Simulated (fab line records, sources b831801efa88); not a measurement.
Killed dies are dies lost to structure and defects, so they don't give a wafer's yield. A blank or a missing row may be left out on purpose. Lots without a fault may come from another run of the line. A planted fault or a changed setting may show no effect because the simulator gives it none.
fab line records | flow sky130
record lots=6 wafers=18 last_day=50
route steps=708 shown LI_CONTACT@374 PAD_OPEN@708
lots that met no fault: from a run of the same line without faults
start_h: hours from the record's first day to the start of the lot's first wafer shown | wait_h: hours since the lot's step before | " the same as in the row above | L1.1+2: a row that stands for several wafers | - no value, or no start given | * or withheld: withheld | < > ~ a bound
route shown NAME@n: a module of which the file shows steps, and the number in the route of the first | usual: mean/standard deviation of fault-free wafers | same: alike in all rows | chamber/n: place in a boat | sites: the reading at each site | _std_site: their standard deviation | _edge_site: outer sites' mean less inner sites' | radius_mm: how far each site lies from the wafer's centre | mask NAME#n: copy n | behind: the tool/chamber that last shaped the wafer | hold: why the lot was held/for how many hours/how that ended | device: the transistor (n, p or np) that didn't switch | end of line: the same wafers' tests at the end of the route | a step without rows: its recipe alone | killed: dies lost to structure and defects at the first sort, not the wafer's yield | map: a wafer's dies, x killed, . not, _ none there
set.NAME: the setting as run; set.NAME@STEP: as run at that earlier step | model.NAME: the simulator's own value behind a step, which no gauge read
lots at some steps of the route; a table a step, a row a wafer
services: from which hour (start_h, from the record's first day; less than 0 if before it) a tool's chamber was out of use, for how many hours, and why
## steps
# step SKY_LI_CONTACT_CD_MEAS_12
# recipe target_cd_nm=170
# usual cd_nm=170.4/1.4
# columns lot.wafer tool chamber start_h wait_h cd_nm
L394.2 cd_sem-02 - 692.61 - 168.6
L394.3 " - " " 170.3
L394.4 " - " " 169.3
L398.1 cd_sem-02 - 728.38 - 170.2
L398.2 " - " " 169.6
L398.6 " - " " 171.1
L407.1 cd_sem-02 - 795.44 - 171.4
L407.2 " - " " 173.2
L407.6 " - " " 172.1
L408.1 cd_sem-02 - 810.48 - 167.5
L408.2 " - " " 168.6
L408.3 " - " " 167.4
L412.4 cd_sem-02 - 833.68 - 169.2
L412.5 " - " " 169.4
L412.6 " - " " 169.0
L415.3 cd_sem-02 - 868.82 - 170.7
L415.5 " - " " 170.2
L415.6 " - " " 169.8
# step SKY_LI_CONTACT_OVL_MEAS_13
# usual LI_CONTACT_OVL=1/5
# columns lot.wafer tool chamber start_h wait_h LI_CONTACT_OVL[nm]
L394.2 overlay-02 - 692.72 0.1 2
L394.3 " - " " 7
L394.4 " - " " 9
L398.1 overlay-01 - 728.50 0.1 -8
L398.2 " - " " -3
L398.6 " - " " 1
L407.1 overlay-02 - 795.56 0.1 6
L407.2 " - " " 3
L407.6 " - " " 4
L408.1 overlay-02 - 810.60 0.1 6
L408.2 " - " " -4
L408.3 " - " " -2
L412.4 overlay-02 - 833.76 0.1 -2
L412.5 " - " " -3
L412.6 " - " " 3
L415.3 overlay-01 - 868.92 0.1 -7
L415.5 " - " " -3
L415.6 " - " " -2
# step SKY_LI_CONTACT_ETCH_14
# recipe chemistry=N2/H2 target=BARC ion_energy_ev=200 source_w=500 bias_w=100 pressure_mtorr=30 n2_flow_sccm=100 h2_flow_sccm=200 stop_on=SiO2 time_s=45.9 target_depth_a=600
# usual drypump_motor_current_A=5.8/0.44 oes_product_au=0.854/0.0042 throttle_valve_pct=13.224/0.011
# same time_s=45.9
# columns lot.wafer tool chamber start_h wait_h drypump_motor_current_A oes_product_au rf_hours_counter_h throttle_valve_pct
L394.2 rie_diel-01 1 692.75 0.0 6.2 0.856 2 13.217
L394.3 " 3 " " 6.0 0.854 17 13.231
L394.4 " 0 " " 5.5 0.853 6 13.226
L398.1 rie_diel-01 2 728.54 0.0 5.4 0.855 2 13.235
L398.2 " 3 " " 6.1 0.858 17 13.212
L398.6 " 3 " " 6.0 0.856 - 13.215
L407.1 rie_diel-02 2 795.60 0.0 5.8 0.860 2 13.207
L407.2 " 1 " " 5.9 0.853 18 13.236
L407.6 " 0 " " 6.2 0.851 - 13.231
L408.1 rie_diel-03 2 810.64 0.0 4.8 0.847 9 13.202
L408.2 " 0 " " 6.4 0.855 16 13.240
L408.3 " 3 " " 5.6 0.851 12 13.237
L412.4 rie_diel-02 2 833.78 0.0 5.8 0.858 3 13.207
L412.5 " 3 " " 5.3 0.853 - 13.227
L412.6 " 0 " " 6.2 0.861 - 13.212
L415.3 rie_diel-02 2 868.94 0.0 5.8 0.854 4 13.225
L415.5 " 0 " " 6.2 0.853 - 13.224
L415.6 " 1 " " 5.9 0.848 - 13.207
# step SKY_LI_CONTACT_ETCH_15
# recipe target=PSG chemistry=C4F8/O2/Ar stop_on=Si taper_deg=4.15 mask_material=KrF-thick source_w=1500 bias_w=1200 pressure_mtorr=40 c4f8_flow_sccm=withheld O2_flow_sccm=6 Ar_flow_sccm=300 time_s=withheld target_depth_a=6000
# usual oes_product_au=0.837/0.0047
# columns lot.wafer tool chamber start_h wait_h oes_product_au
L394.2 rie_diel-01 1 692.79 0.0 0.836
L394.3 " 3 " " 0.843
L394.4 " 0 " " 0.831
L398.1 rie_diel-01 2 728.58 0.0 0.836
L398.2 " 3 " " 0.838
L398.6 " 3 " " 0.836
L407.1 rie_diel-02 2 795.64 0.0 0.830
L407.2 " 1 " " 0.843
L407.6 " 0 " " 0.841
L408.1 rie_diel-03 2 810.68 0.0 0.837
L408.2 " 0 " " 0.838
L408.3 " 3 " " 0.836
L412.4 rie_diel-02 2 833.82 0.0 0.830
L412.5 " 3 " " 0.839
L412.6 " 0 " " 0.839
L415.3 rie_diel-02 2 868.98 0.0 0.842
L415.5 " 0 " " 0.845
L415.6 " 1 " " 0.835
# step SKY_LI_CONTACT_STRIP_16
# recipe chemistry=O2/N2 power_w=1400 pressure_mtorr=1500 platen_temp_c=withheld o2_flow_sccm=3000 n2_flow_sccm=300 overash_fraction=0.5
# usual drypump_motor_current_A=6.1/0.47 oes_product_au=0.376/0.0053 strip_time_to_endpoint_s=3.51/0.042
# columns lot.wafer tool chamber start_h wait_h drypump_motor_current_A oes_product_au rf_hours_counter_h strip_time_to_endpoint_s
L394.2 plasma_asher-04 0 692.88 - 5.3 0.374 102 3.57
L394.3 " 1 " " 6.7 0.372 - 3.50
L394.4 " 0 " " 5.4 0.375 - 3.43
L398.1 plasma_asher-01 0 728.67 - 6.0 0.375 85 3.48
L398.2 " 1 " " 5.6 0.368 85 3.47
L398.6 " 1 " " 5.6 0.377 - 3.50
L407.1 plasma_asher-03 0 795.73 - 6.4 0.381 37 3.48
L407.2 " 1 " " 6.4 0.384 37 3.52
L407.6 " 1 " " 6.4 0.371 - 3.48
L408.1 plasma_asher-03 1 810.77 - 6.4 0.368 38 3.42
L408.2 " 0 " " 6.4 0.372 38 3.48
L408.3 " 1 " " 6.4 0.377 - 3.53
L412.4 plasma_asher-04 1 833.94 - 6.6 0.377 - 3.48
L412.5 " 1 " " 6.7 0.370 - 3.53
L412.6 " 0 " " 5.3 0.376 - 3.46
L415.3 plasma_asher-03 1 869.10 - 6.4 0.374 - 3.52
L415.5 " 0 " " 6.4 0.373 - 3.54
L415.6 " 1 " " 6.4 0.379 - 3.54
# step SKY_LI_CONTACT_CLEAN_17
# recipe chemistry=NMP time_s=600 temp_c=60 dry=n2_spin
# step SKY_LI_CONTACT_PRE_CLEAN_18
# recipe gas=Ar time_s=5.6 bias_v=358
# step SKY_LI_CONTACT_SPUTTER_19
# recipe material=Ti target_thk_nm=20 chamber_pressure_pa=5 power_w=2500 substrate_temp_c=200 time_s=106.37
# step SKY_LI_CONTACT_SPUTTER_20
# recipe material=TiN target_thk_nm=20 chamber_pressure_pa=5 power_w=4000 time_s=80
# usual cathode_dc_power_W=4000.0/0.68 throttle_valve_pct=30.2/0.85
# same time_s=80
# columns lot.wafer tool chamber start_h wait_h cathode_dc_power_W throttle_valve_pct
L394.2 pvd_sputter-02 - 693.28 0.0 3999.7 29.7
L394.3 " - " " 3999.7 30.0
L394.4 " - " " 4000.9 30.9
L398.1 pvd_sputter-04 - 729.04 0.0 4000.9 31.0
L398.2 " - " " 3999.2 30.1
L398.6 " - " " 3999.9 30.3
L407.1 pvd_sputter-04 - 796.10 0.0 4001.2 29.9
L407.2 " - " " 3999.1 30.5
L407.6 " - " " 3999.7 30.5
L408.1 pvd_sputter-03 - 811.14 0.0 3999.8 30.1
L408.2 " - " " 4000.5 30.2
L408.3 " - " " 4000.1 30.8
L412.4 pvd_sputter-04 - 834.28 0.0 3998.8 30.1
L412.5 " - " " 3999.1 30.4
L412.6 " - " " 4000.6 30.8
L415.3 pvd_sputter-02 - 869.45 0.0 3999.8 31.2
L415.5 " - " " 3999.3 29.7
L415.6 " - " " 4000.0 31.3
# step SKY_LI_CONTACT_CVD_21
# recipe material=W target_thk_nm=400 time_s=120.56 temp_c=403.7 pressure_torr=40
# usual heater_power_outer_w=517/27 heater_power_w=890/54
# same time_s=120.56
# columns lot.wafer tool chamber start_h wait_h heater_power_outer_w heater_power_w
L394.2 cvd_w-02 0 693.34 0.0 495 830
L394.3 " 0 " " 502 861
L394.4 " 1 " " 527 904
L398.1 cvd_w-02 0 729.10 0.0 492 868
L398.2 " 1 " " 515 926
L398.6 " 1 " " 522 925
L407.1 cvd_w-01 0 796.16 0.0 557 938
L407.2 " 1 " " 492 822
L407.6 " 0 " " 557 959
L408.1 cvd_w-01 0 811.20 0.0 561 973
L408.2 " 1 " " 498 801
L408.3 " 0 " " 559 969
L412.4 cvd_w-02 1 834.38 0.1 539 937
L412.5 " 1 " " 530 944
L412.6 " 0 " " 497 852
L415.3 cvd_w-02 1 869.56 0.1 530 932
L415.5 " 1 " " 543 918
L415.6 " 0 " " 506 850
# step SKY_LI_CONTACT_RS_MEAS_22
# recipe thk_meas_gauge=four-point-probe reads=W_of_LI_CONTACT_CVD_21+TiN_of_LI_CONTACT_SPUTTER_20+Ti_of_LI_CONTACT_SPUTTER_19
# usual LI_CONTACT_W_RS=0.265/0.0043
# columns lot.wafer tool chamber start_h wait_h LI_CONTACT_W_RS[ohm/sq]
L394.2 film_metro-04 - 693.49 0.1 0.268
L394.3 " - " " 0.267
L394.4 " - " " 0.262
L398.1 film_metro-01 - 729.22 0.1 0.270
L398.2 " - " " 0.261
L398.6 " - " " 0.262
L407.1 film_metro-04 - 796.28 0.1 0.264
L407.2 " - " " 0.273
L407.6 " - " " 0.264
L408.1 film_metro-01 - 811.32 0.1 0.261
L408.2 " - " " 0.271
L408.3 " - " " 0.262
L412.4 film_metro-01 - 834.52 0.1 0.263
L412.5 " - " " 0.260
L412.6 " - " " 0.266
L415.3 film_metro-04 - 869.68 0.1 0.259
L415.5 " - " " 0.261
L415.6 " - " " 0.269
# step SKY_LI_CONTACT_THK_MEAS_23
# recipe thk_meas_gauge=xrf reads=W_of_LI_CONTACT_CVD_21
# usual LI_CONTACT_W_THK=423/7.3
# columns lot.wafer tool chamber start_h wait_h LI_CONTACT_W_THK[nm]
L394.2 film_metro-04 - 693.60 0.1 420
L394.3 " - " " 420
L394.4 " - " " 428
L398.1 film_metro-01 - 729.34 0.1 412
L398.2 " - " " 424
L398.6 " - " " 423
L407.1 film_metro-04 - 796.40 0.1 430
L407.2 " - " " 416
L407.6 " - " " 429
L408.1 film_metro-01 - 811.44 0.1 426
L408.2 " - " " 411
L408.3 " - " " 427
L412.4 film_metro-01 - 834.61 0.1 428
L412.5 " - " " 425
L412.6 " - " " 415
L415.3 film_metro-04 - 869.78 0.1 436
L415.5 " - " " 432
L415.6 " - " " 419
# step SKY_LI_CONTACT_CMP_24
# recipe stop_on=PSG t_overpolish_s=20 down_force_psi=3.5 platen_rpm=60 target_thk_nm=0 pad_velocity_m_s=0.94248
# usual edge_zone_pressure_frac=1.000/0.0057 head_pressure_psi=3.501/0.0071 motor_current_A=10.4/1.4 overpolish_run_s=19.999/0.0088 slurry_flow_ml_min=150.0/0.48 time_to_endpoint_s=105/3.8
# columns lot.wafer tool chamber start_h wait_h edge_zone_pressure_frac head_pressure_psi motor_current_A overpolish_run_s slurry_flow_ml_min time_to_endpoint_s model.W_of_LI_CONTACT_CVD_21.thk_nm model.PSG_of_LI_CONTACT_HDPCVD_00.thk_nm
L394.3 cmp-01 1 693.65 0.0 0.993 3.491 9.6 19.993 149.7 106 0 589.4
L394.4 " 2 " " 0.996 3.503 8.5 19.989 150.7 116 0 588
L394.2 " 3 " " 1.002 3.494 9.6 20.010 150.5 104 0 588.4
L398.2 cmp-01 3 729.45 0.1 1.009 3.502 9.3 19.989 150.1 104 0 587.5
L398.1 " 1 " " 1.000 3.490 10.0 19.984 150.9 106 0 587.9
L398.6 " 2 " " 0.997 3.509 8.7 19.996 151.1 113 0 587.3
L407.1 cmp-01 1 796.46 0.1 - - - - - - 431.8 592.4
L407.2 " 2 " " - - - - - - 417.2 591.8
L407.6 " 1 " " - - - - - - 431.8 592.7
L408.1 cmp-02 3 811.50 0.1 - - - - - - 435.4 594.4
L408.2 " 0 " " - - - - - - 419 593.4
L408.3 " 1 " " - - - - - - 434.8 593.1
L412.4 cmp-02 3 834.64 0.0 1.010 3.489 13.0 19.998 149.6 107 0 587.7
L412.6 " 3 " " 1.001 3.498 12.1 19.987 150.2 108 0 589.8
L412.5 " 0 " " 1.011 3.503 11.6 20.009 150.0 110 0 588.5
L415.3 cmp-01 3 869.87 0.1 1.003 3.498 9.5 20.010 149.7 106 0 588.6
L415.6 " 2 " " 1.008 3.503 8.7 20.014 149.6 105 0 588.7
L415.5 " 3 " " 1.011 3.501 9.6 20.020 150.4 104 0 588.9
# step SKY_PAD_OPEN_PROBE_99
# usual killed_at_M0_to_M3=45/6.8 killed_at_M4_up=3.0/1.7 killed_at_contacts=25/5.7 killed_at_front_end=15/4.6 killed_at_other=0.3/0.66 killed_dies=88/9.5 killed_on_rim=17/3.6 killed_open=48/7.3 killed_short=39/6.5
# same gross_dies=492 killed_at_back_side=0
# columns lot.wafer tool chamber start_h wait_h killed_at_M0_to_M3 killed_at_M4_up killed_at_contacts killed_at_front_end killed_at_other killed_dies killed_on_rim killed_open killed_short
L407.1 prober-01 - 1158.50 0.1 39 8 424 18 3 492 96 48 45
L407.2 prober-01 - 1158.55 0.1 42 4 438 8 0 492 96 34 36
L407.6 prober-01 - 1158.75 0.2 44 3 428 17 0 492 96 40 40
L408.1 prober-02 - 1170.60 0.1 39 3 436 14 0 492 96 34 35
L408.2 prober-02 - 1170.65 0.1 32 3 434 21 2 492 96 48 41
L408.3 prober-02 - 1170.70 0.2 39 3 431 18 1 492 96 47 28
# killed by level:class
L407.1 LI_CONTACT:area_cmp=399 LI_CONTACT:geometric_particle:open=8 VIA1:geometric_particle:open=8 CONTACT:geometric_particle:open=7 CONTACT:geometric_particle:short=6 METAL1:geometric_particle:short=6 VIA3:geometric_particle:open=5 METAL2:geometric_particle:short=5
L407.2 LI_CONTACT:area_cmp=422 VIA3:geometric_particle:open=10 METAL1:geometric_particle:short=9 CONTACT:geometric_particle:short=7 VIA1:geometric_particle:open=5 CONTACT:geometric_particle:open=5 METAL2:geometric_particle:short=5 VIA2:geometric_particle:open=5
L407.6 LI_CONTACT:area_cmp=412 VIA3:geometric_particle:open=9 VIA1:geometric_particle:open=8 CONTACT:geometric_particle:open=8 METAL2:geometric_particle:short=7 FIELD_ISO:geometric_particle:short=6 VIA2:geometric_particle:short=6 CONTACT:geometric_particle:short=5
L408.1 LI_CONTACT:area_cmp=422 METAL1:geometric_particle:short=7 VIA3:geometric_particle:open=7 CONTACT:geometric_particle:short=5 VIA1:geometric_particle:open=5 VIA2:geometric_particle:open=5 LI_CONTACT:geometric_particle:open=4 FIELD_ISO:geometric_particle:open=3
L408.2 LI_CONTACT:area_cmp=400 CONTACT:geometric_particle:open=15 METAL1:geometric_particle:short=7 LI_CONTACT:geometric_particle:open=6 CONTACT:geometric_particle:short=6 POLY_GATE:geometric_particle:open=5 SPACER:geometric_particle:open=5 FIELD_ISO:geometric_particle:open=4
L408.3 LI_CONTACT:area_cmp=413 VIA1:geometric_particle:open=7 VIA3:geometric_particle:open=7 LI_CONTACT:geometric_particle:open=6 VIA2:geometric_particle:open=6 POLY_GATE:geometric_particle:open=5 CONTACT:geometric_particle:open=5 CONTACT:geometric_particle:short=5
# map L407.1 (x killed, . not)
__________xxxxxxxxxx_________
________xxxxxxxxxxxxxx_______
______xxxxxxxxxxxxxxxxxx_____
_____xxxxxxxxxxxxxxxxxxxx____
____xxxxxxxxxxxxxxxxxxxxxx___
___xxxxxxxxxxxxxxxxxxxxxxxx__
__xxxxxxxxxxxxxxxxxxxxxxxxxx_
_xxxxxxxxxxxxxxxxxxxxxxxxxxxx
_xxxxxxxxxxxxxxxxxxxxxxxxxxxx
_xxxxxxxxxxxxxxxxxxxxxxxxxxxx
_xxxxxxxxxxxxxxxxxxxxxxxxxxxx
_xxxxxxxxxxxxxxxxxxxxxxxxxxxx
_xxxxxxxxxxxxxxxxxxxxxxxxxxxx
_xxxxxxxxxxxxxxxxxxxxxxxxxxxx
_xxxxxxxxxxxxxxxxxxxxxxxxxxxx
__xxxxxxxxxxxxxxxxxxxxxxxxxx_
___xxxxxxxxxxxxxxxxxxxxxxxx__
____xxxxxxxxxxxxxxxxxxxxxx___
_____xxxxxxxxxxxxxxxxxxxx____
______xxxxxxxxxxxxxxxxxx_____
________xxxxxxxxxxxxxx_______
__________xxxxxxxxxx_________
# map L408.1 (x killed, . not)
__________xxxxxxxxxx_________
________xxxxxxxxxxxxxx_______
______xxxxxxxxxxxxxxxxxx_____
_____xxxxxxxxxxxxxxxxxxxx____
____xxxxxxxxxxxxxxxxxxxxxx___
___xxxxxxxxxxxxxxxxxxxxxxxx__
__xxxxxxxxxxxxxxxxxxxxxxxxxx_
_xxxxxxxxxxxxxxxxxxxxxxxxxxxx
_xxxxxxxxxxxxxxxxxxxxxxxxxxxx
_xxxxxxxxxxxxxxxxxxxxxxxxxxxx
_xxxxxxxxxxxxxxxxxxxxxxxxxxxx
_xxxxxxxxxxxxxxxxxxxxxxxxxxxx
_xxxxxxxxxxxxxxxxxxxxxxxxxxxx
_xxxxxxxxxxxxxxxxxxxxxxxxxxxx
_xxxxxxxxxxxxxxxxxxxxxxxxxxxx
__xxxxxxxxxxxxxxxxxxxxxxxxxx_
___xxxxxxxxxxxxxxxxxxxxxxxx__
____xxxxxxxxxxxxxxxxxxxxxx___
_____xxxxxxxxxxxxxxxxxxxx____
______xxxxxxxxxxxxxxxxxx_____
________xxxxxxxxxxxxxx_______
__________xxxxxxxxxx_________
## services
# columns tool chamber start_h hours kind
plasma_asher-04 - 689.17 3.7 repair
cvd_w-02 - 707.99 1.4 repair
pvd_sputter-04 - 711.39 7.0 repair
pvd_sputter-02 - 715.28 1.4 repair
plasma_asher-04 - 720.81 1.5 repair
plasma_asher-04 - 733.75 9.0 pm
cmp-02 - 744.28 4.0 pm
rie_diel-02 3 747.77 3.9 repair
cvd_w-02 - 750.33 2.8 pm
cmp-02 - 752.86 1.8 repair
cmp-02 - 761.76 5.4 pm
cmp-02 - 792.80 5.1 pm
cmp-02 - 800.27 2.1 repair
cmp-02 - 801.34 0.4 repair
cvd_w-01 - 804.16 2.8 pm
rie_diel-03 1 806.29 4.7 repair
rie_diel-01 0 817.27 7.7 repair
cmp-01 - 817.28 5.5 pm
cmp-01 - 824.66 0.5 repair
plasma_asher-03 - 824.98 3.7 repair
pvd_sputter-04 - 826.34 2.9 repair
pvd_sputter-02 - 835.46 11.5 repair
cvd_w-01 1 841.41 10.0 repair
cmp-01 - 861.68 2.6 repair
## key
first_sign step=SKY_LI_CONTACT_CMP_24 reading=tool_record direction=missing
effect step=SKY_PAD_OPEN_PROBE_99 reading=killed_at_contacts direction=up sigmas=72 usual=25 struck=432
model_effect step=SKY_LI_CONTACT_CMP_24 value=W_of_LI_CONTACT_CVD_21.thk_nm without=0 struck=428.3
more_kills_born_at SKY_LI_CONTACT_CMP_24@cmp-02=1228 SKY_LI_CONTACT_CMP_24@cmp-01=1227
met_at SKY_LI_CONTACT_CMP_24
struck_wafers L407.1,L407.2,L407.6,L408.1,L408.2,L408.3
later_rows_left_out L407.1,L407.2,L407.6,L408.1,L408.2,L408.3
tester_left_out L407,L408
onset_between 729.45 796.46
fault kind=skipped_step_whole tool=cmp-01,cmp-02 chamber=- onset_h=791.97 steps=SKY_LI_CONTACT_CMP_24 scope=struck_lots_only
# tester_left_out: of these lots the tester's yield and bins aren't shown, on N5 and GAA mostly nor the transistor test; their killed dies are dies lost to structure and defects alone, not to doping, threshold or leakage, so they don't give the yield
# later_rows_left_out: the simulator's readings of these wafers behind a module that went badly wrong aren't trusted and aren't shown, but for the sort
